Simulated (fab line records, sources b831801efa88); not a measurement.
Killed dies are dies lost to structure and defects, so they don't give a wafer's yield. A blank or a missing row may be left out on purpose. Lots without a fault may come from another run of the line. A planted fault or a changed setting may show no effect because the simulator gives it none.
Which tool did it? | flow sky130 | 12 lots, 36 wafers sampled, at 1 step of a route of 708

WHAT THE GAUGES READ, wafer by wafer
SKY_VIA1_THK_MEAS_01.
lot  | measured     | on            | VIA1_HDPCVD_THK (nm)
L075 | day 33 06:14 | film_metro-01 | 1029 1039 1035
L077 | day 34 10:22 | film_metro-04 | 1028 1037 1036
L078 | day 34 20:55 | film_metro-03 | 1034 1031 1023
L081 | day 35 14:22 | film_metro-01 | 1013 1044 1030
L083 | day 35 17:26 | film_metro-04 | 1017 1039 1024
L085 | day 36 13:37 | film_metro-01 | 1037 1019 1017
L087 | day 37 05:25 | film_metro-04 | 1024 1026 1019
L088 | day 37 16:08 | film_metro-01 | 1014 1031 1031
L091 | day 38 09:47 | film_metro-01 | 1030 1024 1020
L093 | day 38 20:46 | film_metro-04 | 1033 1040 1044
L095 | day 39 06:37 | film_metro-03 | 1025 1023 1026
L097 | day 39 23:43 | film_metro-03 | 1020 1045 1020

WHICH TOOL RAN EACH LOT (tool, then ch and the chambers of the sampled wafers, then the start)
The record holds no process step before these readings.

THE ANSWER, worked out from the rows above alone
Rule: what is usual is taken from the lots themselves. Put in order of their means at a reading, lots are off if they are a third of the lots or fewer, leave a main group of 4 or more, and stand apart from it by a gap of 3 or more times the standard deviation of the main group's means; of several such gaps the widest counts. A main group whose means are all the same, to the digits that the tables above print for the reading, isn't used. A lot without any number at a reading at which 4 lots or more have one is off too. The other lots that the step has rows for count as sound.
No lot is off at any reading shown: from this, nothing can be told.

WHAT THE SIMULATOR HAD PUT IN
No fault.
